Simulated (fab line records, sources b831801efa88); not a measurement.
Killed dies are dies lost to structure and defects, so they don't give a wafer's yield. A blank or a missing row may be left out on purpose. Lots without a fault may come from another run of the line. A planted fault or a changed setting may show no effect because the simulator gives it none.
fab line records | flow sky130
record lots=6 wafers=18 last_day=50
route steps=708 shown SONOS_TUNNEL@156 SONOS_ONO@168 PAD_OPEN@708
lots that met no fault: from a run of the same line without faults
start_h: hours from the record's first day to the start of the lot's first wafer shown | wait_h: hours since the lot's step before | " the same as in the row above | L1.1+2: a row that stands for several wafers | - no value, or no start given | * or withheld: withheld | < > ~ a bound
route shown NAME@n: a module of which the file shows steps, and the number in the route of the first | usual: mean/standard deviation of fault-free wafers | same: alike in all rows | chamber/n: place in a boat | sites: the reading at each site | _std_site: their standard deviation | _edge_site: outer sites' mean less inner sites' | radius_mm: how far each site lies from the wafer's centre | mask NAME#n: copy n | behind: the tool/chamber that last shaped the wafer | hold: why the lot was held/for how many hours/how that ended | device: the transistor (n, p or np) that didn't switch | end of line: the same wafers' tests at the end of the route | a step without rows: its recipe alone | killed: dies lost to structure and defects at the first sort, not the wafer's yield | map: a wafer's dies, x killed, . not, _ none there
set.NAME: the setting as run; set.NAME@STEP: as run at that earlier step | model.NAME: the simulator's own value behind a step, which no gauge read
lots at some steps of the route; a table a step, a row a wafer
services: from which hour (start_h, from the record's first day; less than 0 if before it) a tool's chamber was out of use, for how many hours, and why
## steps
# step SKY_SONOS_TUNNEL_COAT_02
# recipe resist=NOVOLAK spin_rpm=3000 resist_thk_nm=1140
# step SKY_SONOS_TUNNEL_SOFTBAKE_03
# recipe temp_c=90 time_s=60 resist=NOVOLAK
# step SKY_SONOS_TUNNEL_EXPOSE_04
# recipe mask_id=TUNM na=0.6 source_shape=conventional sigma_outer=0.6 polarization=unpolarized target_cd_nm=410 dose_mj=136
# step SKY_SONOS_TUNNEL_PEB_05
# recipe temp_c=withheld time_s=* resist=NOVOLAK
# step SKY_SONOS_TUNNEL_DEVELOP_06
# recipe resist=NOVOLAK developer=TMAH develop_time_s=60 dev_temp_c=23
# step SKY_SONOS_TUNNEL_CD_MEAS_07
# recipe target_cd_nm=410
# usual cd_nm=408.8/2.4
# columns lot.wafer tool chamber start_h wait_h cd_nm
L833.1 cd_sem-02 - 272.33 0.1 410.8
L833.4 " - " " 411.4
L833.5 " - " " 410.2
L840.1 cd_sem-01 - 331.28 0.1 410.3
L840.2 " - " " 411.1
L840.3 " - " " 411.2
L845.3 cd_sem-01 - 368.82 0.1 407.7
L845.4 " - " " 406.9
L845.5 " - " " 404.5
L848.1 cd_sem-02 - 387.37 0.1 411.3
L848.2 " - " " 409.2
L848.3 " - " " 409.9
L850.1 cd_sem-02 - 404.58 0.1 408.7
L850.4 " - " " 408.2
L850.6 " - " " 408.3
L853.1 cd_sem-01 - 434.42 0.1 411.9
L853.3 " - " " 409.7
L853.6 " - " " 410.0
# step SKY_SONOS_TUNNEL_OVL_MEAS_08
# usual SONOS_TUNNEL_OVL=0.1/1.3
# columns lot.wafer tool chamber start_h wait_h SONOS_TUNNEL_OVL[nm]
L833.1 overlay-02 - 272.45 0.1 0.2
L833.4 " - " " 1.1
L833.5 " - " " 0.1
L840.1 overlay-02 - 331.40 0.1 2.2
L840.2 " - " " -1.3
L840.3 " - " " -0.1
L845.3 overlay-02 - 368.91 0.1 0.0
L845.4 " - " " 2.3
L845.5 " - " " 2.2
L848.1 overlay-02 - 387.49 0.1 -3.3
L848.2 " - " " -4.1
L848.3 " - " " 0.2
L850.1 overlay-02 - 404.70 0.1 1.5
L850.4 " - " " 0.8
L850.6 " - " " 1.8
L853.1 overlay-01 - 434.54 0.1 -1.1
L853.3 " - " " -1.0
L853.6 " - " " 0.8
# step SKY_SONOS_TUNNEL_IMPLANT_09
# recipe species=B energy_kev=20 dose_cm2=1e+12 tilt_deg=withheld
# step SKY_SONOS_TUNNEL_WET_ETCH_10
# recipe chemistry=dHF target_depth_nm=14 target=SiO2 dilution=100:1 temp_c=25 time_s=280
# step SKY_SONOS_TUNNEL_STRIP_11
# recipe chemistry=SPM time_s=600 temp_c=130
# step SKY_SONOS_TUNNEL_TW_MEAS_12
# usual SONOS_TUNNEL_TW=199.4/1.7
# columns lot.wafer tool chamber start_h wait_h SONOS_TUNNEL_TW
L833.1 film_metro-01 - 272.90 0.0 202.5
L833.4 " - " " 201.4
L833.5 " - " " 202.2
L840.1 film_metro-01 - 331.85 0.0 199.3
L840.2 " - " " 198.4
L840.3 " - " " 199.6
L845.3 film_metro-01 - 369.41 0.0 200.1
L845.4 " - " " 200.7
L845.5 " - " " 200.6
L848.1 film_metro-01 - 387.94 0.0 200.8
L848.2 " - " " 200.1
L848.3 " - " " 199.9
L850.1 film_metro-01 - 405.14 0.0 200.4
L850.4 " - " " 200.9
L850.6 " - " " 200.4
L853.1 film_metro-03 - 434.99 0.0 196.4
L853.3 " - " " 196.3
L853.6 " - " " 195.7
# step SKY_SONOS_TUNNEL_CLEAN_13
# recipe chemistry=dHF time_s=20 dilution=100:1 dry=ipa_marangoni
# step SKY_SONOS_ONO_OXIDATION_00
# recipe temp_c=800 ambient=O2 idle_temp_c=700 ramp_up_c_per_min=10 ramp_down_c_per_min=3 stabilise_s=600 purge_s=300 target_thk_a=26 ox_time_s=1249
# usual ox_temp_c=800.0/0.4
# columns lot.wafer tool chamber start_h wait_h ox_temp_c model.SiO2_of_SONOS_ONO_OXIDATION_00.thk_nm
L833.1 furnace-01 0 274.39 1.4 799.9 2.595
L833.4 " 0 " " 800.4 2.589
L833.5 " 0 " " 799.6 2.604
L840.1 furnace-01 0 333.03 1.1 799.6 2.65
L840.2 " 0 " " 799.8 2.671
L840.3 " 0 " " 799.5 2.624
L845.3 furnace-02 0 370.01 0.5 799.4 2.633
L845.4 " 0 " " 799.8 2.575
L845.5 " 0 " " 800.2 2.623
L848.1 furnace-01 0 389.28 1.3 800.2 2.837
L848.2 " 0 " " 799.8 2.805
L848.3 " 0 " " 800.4 2.77
L850.1 furnace-01 0 405.84 0.6 799.6 2.784
L850.4 " 0 " " 800.1 2.854
L850.6 " 0 " " 799.7 2.773
L853.1 furnace-02 0 435.06 0.0 799.8 2.626
L853.3 " 0 " " 799.9 2.676
L853.6 " 0 " " 799.7 2.66
# step SKY_SONOS_ONO_THK_MEAS_01
# recipe reads=SiO2_of_SONOS_ONO_OXIDATION_00
# usual SONOS_ONO_OXIDATION_THK=2.62/0.059
# columns lot.wafer tool chamber start_h wait_h SONOS_ONO_OXIDATION_THK[nm]
L833.1 film_metro-02 - 275.74 0.0 2.53
L833.4 " - " " 2.63
L833.5 " - " " 2.60
L840.1 film_metro-01 - 334.37 0.0 2.60
L840.2 " - " " 2.64
L840.3 " - " " 2.61
L845.3 film_metro-01 - 371.37 0.0 2.60
L845.4 " - " " 2.59
L845.5 " - " " 2.62
L848.1 film_metro-02 - 390.62 0.0 2.83
L848.2 " - " " 2.78
L848.3 " - " " 2.74
L850.1 film_metro-02 - 407.18 0.0 2.85
L850.4 " - " " 2.89
L850.6 " - " " 2.78
L853.1 film_metro-03 - 436.41 0.0 2.65
L853.3 " - " " 2.63
L853.6 " - " " 2.60
# step SKY_SONOS_ONO_CVD_02
# recipe material=Si3N4 precursor=DCS/NH3 target_thk_nm=10.5 temp_c=770 time_s=180 pressure_mtorr=250
# step SKY_PAD_OPEN_PROBE_99
# usual killed_at_M0_to_M3=44/7.7 killed_at_M4_up=3.2/1.7 killed_at_contacts=24/5.3 killed_at_front_end=15/4.3 killed_at_other=0.3/0.57 killed_dies=87/11 killed_open=47/7.4 killed_short=40/6.5
# same gross_dies=492 killed_at_back_side=0
# columns lot.wafer tool chamber start_h wait_h killed_at_M0_to_M3 killed_at_M4_up killed_at_contacts killed_at_front_end killed_at_other killed_dies killed_open killed_short model.etest.sonos_erased.vt_v
L833.1 prober-01 - 1091.20 0.1 50 1 38 22 0 111 57 54 -2.231
L833.4 prober-01 - 1091.35 0.2 42 2 30 13 0 87 42 45 -2.246
L833.5 prober-01 - 1091.40 0.2 52 6 22 16 0 96 56 40 -2.212
L840.1 prober-02 - 1138.82 0.1 53 4 25 16 0 98 60 38 -2.227
L840.2 prober-02 - 1138.87 0.1 59 1 20 4 0 84 47 37 -2.26
L840.3 prober-02 - 1138.92 0.2 40 1 30 13 1 85 42 42 -2.209
L845.3 prober-02 - 1162.39 0.2 33 3 23 16 0 75 41 33 -2.268
L845.4 prober-02 - 1162.44 0.2 35 5 26 20 0 86 50 36 -2.289
L845.5 prober-02 - 1162.49 0.2 44 4 23 15 0 86 52 34 -2.271
L848.1 prober-02 - 1172.10 0.1 54 3 18 13 2 90 46 44 -2.091
L848.2 prober-02 - 1172.15 0.1 39 7 21 20 0 87 44 43 -2.117
L848.3 prober-02 - 1172.20 0.2 55 3 22 16 0 96 53 43 -2.16
L850.1 prober-02 - 1187.54 0.1 36 1 24 16 1 78 39 39 -1.968
L850.4 prober-02 - 1187.69 0.2 38 2 22 17 0 79 43 36 -1.859
L850.6 prober-02 - 1187.79 0.2 33 3 20 23 0 79 43 36 -2.079
L853.1 prober-01 - 1194.14 0.1 33 4 24 17 2 80 43 36 -2.273
L853.3 prober-01 - 1194.24 0.2 35 4 20 12 0 71 38 33 -2.235
L853.6 prober-01 - 1194.39 0.2 44 1 27 12 1 85 40 44 -2.258
# killed by level:class
L833.1 CONTACT:geometric_particle:open=14 CONTACT:geometric_particle:short=10 LI_CONTACT:geometric_particle:open=9 METAL1:geometric_particle:short=7 VIA1:geometric_particle:short=7 FIELD_ISO:geometric_particle:open=6 VIA3:geometric_particle:open=6 POLY_GATE:geometric_particle:open=5
L833.4 CONTACT:geometric_particle:open=9 VIA1:geometric_particle:open=9 METAL2:geometric_particle:short=8 LI_CONTACT:geometric_particle:open=7 CONTACT:geometric_particle:short=7 VIA1:geometric_particle:short=6 FIELD_ISO:geometric_particle:open=5 LI_CONTACT:geometric_particle:short=5
L833.5 VIA1:geometric_particle:open=13 FIELD_ISO:geometric_particle:open=9 VIA3:geometric_particle:open=8 CONTACT:geometric_particle:open=8 CONTACT:geometric_particle:short=6 VIA1:geometric_particle:short=6 VIA2:geometric_particle:open=5 METAL2:geometric_particle:short=5
L840.1 VIA1:geometric_particle:open=14 LI_CONTACT:geometric_particle:open=12 METAL1:geometric_particle:short=9 CONTACT:geometric_particle:open=8 VIA1:geometric_particle:short=7 VIA3:geometric_particle:open=6 METAL1:geometric_particle:open=5 FIELD_ISO:geometric_particle:short=4
L840.2 VIA1:geometric_particle:open=16 CONTACT:geometric_particle:open=8 VIA2:geometric_particle:open=8 METAL1:geometric_particle:short=7 VIA1:geometric_particle:short=7 VIA3:geometric_particle:open=7 VIA2:geometric_particle:short=6 LOCAL_INTERCONNECT:geometric_particle:short=4
L840.3 CONTACT:geometric_particle:open=10 LI_CONTACT:geometric_particle:open=8 VIA2:geometric_particle:open=7 VIA1:geometric_particle:short=7 METAL2:geometric_particle:short=6 VIA1:geometric_particle:open=5 FIELD_ISO:geometric_particle:short=4 LOCAL_INTERCONNECT:geometric_particle:short=4
L845.3 VIA3:geometric_particle:open=7 CONTACT:geometric_particle:open=7 CONTACT:geometric_particle:short=7 VIA1:geometric_particle:open=6 FIELD_ISO:geometric_particle:open=5 LI_CONTACT:geometric_particle:open=5 VIA2:geometric_particle:open=5 FIELD_ISO:geometric_particle:short=4
L845.4 CONTACT:geometric_particle:open=10 LI_CONTACT:geometric_particle:open=8 VIA3:geometric_particle:open=7 VIA1:geometric_particle:open=6 SPACER:geometric_particle:open=5 POLY_GATE:geometric_particle:short=4 METAL1:geometric_particle:short=4 METAL2:geometric_particle:short=4
L845.5 VIA1:geometric_particle:open=12 CONTACT:geometric_particle:open=11 VIA3:geometric_particle:open=8 LI_CONTACT:geometric_particle:open=6 METAL2:geometric_particle:short=5 LI_CONTACT:geometric_particle:short=4 METAL1:geometric_particle:short=4 VIA1:geometric_particle:short=4
L848.1 VIA1:geometric_particle:open=16 METAL2:geometric_particle:short=8 VIA2:geometric_particle:open=8 VIA3:geometric_particle:short=6 LI_CONTACT:geometric_particle:open=5 LI_CONTACT:geometric_particle:short=4 CONTACT:geometric_particle:open=4 VIA1:geometric_particle:short=4
L848.2 VIA1:geometric_particle:open=10 CONTACT:geometric_particle:open=7 FIELD_ISO:geometric_particle:open=6 METAL4:geometric_particle:short=6 FIELD_ISO:geometric_particle:short=5 POLY_GATE:geometric_particle:open=5 CONTACT:geometric_particle:short=5 METAL1:geometric_particle:short=5
L848.3 VIA1:geometric_particle:open=12 LOCAL_INTERCONNECT:geometric_particle:short=8 VIA2:geometric_particle:open=8 METAL1:geometric_particle:short=7 VIA3:geometric_particle:open=7 VIA1:geometric_particle:short=6 LI_CONTACT:geometric_particle:open=5 METAL1:geometric_particle:open=5
L850.1 CONTACT:geometric_particle:open=8 VIA1:geometric_particle:open=7 VIA3:geometric_particle:open=7 VIA1:geometric_particle:short=6 FIELD_ISO:geometric_particle:open=5 FIELD_ISO:geometric_particle:short=5 CONTACT:geometric_particle:short=5 VIA3:geometric_particle:short=5
L850.4 VIA3:geometric_particle:open=9 VIA1:geometric_particle:open=7 LI_CONTACT:geometric_particle:open=6 CONTACT:geometric_particle:short=6 VIA2:geometric_particle:open=6 FIELD_ISO:geometric_particle:short=5 POLY_GATE:geometric_particle:short=4 LOCAL_INTERCONNECT:geometric_particle:short=4
L850.6 VIA1:geometric_particle:open=9 LI_CONTACT:geometric_particle:open=6 FIELD_ISO:geometric_particle:open=5 CONTACT:geometric_particle:open=5 FIELD_ISO:geometric_particle:short=4 POLY_GATE:geometric_particle:short=4 VIA2:geometric_particle:open=4 LOCAL_INTERCONNECT:geometric_particle:short=4
L853.1 CONTACT:geometric_particle:open=8 LOCAL_INTERCONNECT:geometric_particle:short=7 VIA3:geometric_particle:open=6 VIA1:geometric_particle:open=5 VIA1:geometric_particle:short=5 VIA2:geometric_particle:open=5 FIELD_ISO:geometric_particle:open=4 LI_CONTACT:geometric_particle:open=4
L853.3 VIA3:geometric_particle:open=9 CONTACT:geometric_particle:open=7 CONTACT:geometric_particle:short=5 METAL2:geometric_particle:short=5 VIA1:geometric_particle:open=5 LI_CONTACT:geometric_particle:open=4 VIA3:geometric_particle:short=4 FIELD_ISO:geometric_particle:short=3
L853.6 VIA1:geometric_particle:short=9 LI_CONTACT:geometric_particle:open=8 VIA1:geometric_particle:open=8 CONTACT:geometric_particle:short=7 VIA3:geometric_particle:open=6 POLY_GATE:geometric_particle:short=5 CONTACT:geometric_particle:open=5 POLY_GATE:geometric_particle:open=4
## services
# columns tool chamber start_h hours kind
furnace-02 - 250.50 4.0 pm
furnace-01 - 255.10 13.6 pm
furnace-01 - 285.09 28.3 pm
furnace-01 - 313.37 4.5 pm
furnace-02 - 418.04 3.6 pm
## key
first_sign step=SKY_SONOS_ONO_THK_MEAS_01 reading=SONOS_ONO_OXIDATION_THK direction=up sigmas=3.2 usual=2.62 struck=2.81
effect none on later readings
model_effect step=SKY_SONOS_ONO_OXIDATION_00 value=SiO2_of_SONOS_ONO_OXIDATION_00.thk_nm without=2.61 struck=2.804
model_effect step=SKY_PAD_OPEN_PROBE_99 value=etest.sonos_erased.vt_v without=-2.219 struck=-2.046
met_at SKY_SONOS_ONO_OXIDATION_00
struck_wafers L848.1,L848.2,L848.3,L850.1,L850.4,L850.6
tester_left_out L848,L850
onset_between 333.03 389.28
fault kind=process_parameter_drift tool=furnace-01 chamber=- onset_h=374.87 steps=SKY_SONOS_ONO_OXIDATION_00 channel=ox_time_s offset=* shape=step end_h=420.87 acts_in=* stated=*
# tester_left_out: of these lots the tester's yield and bins aren't shown, on N5 and GAA mostly nor the transistor test; their killed dies are dies lost to structure and defects alone, not to doping, threshold or leakage, so they don't give the yield
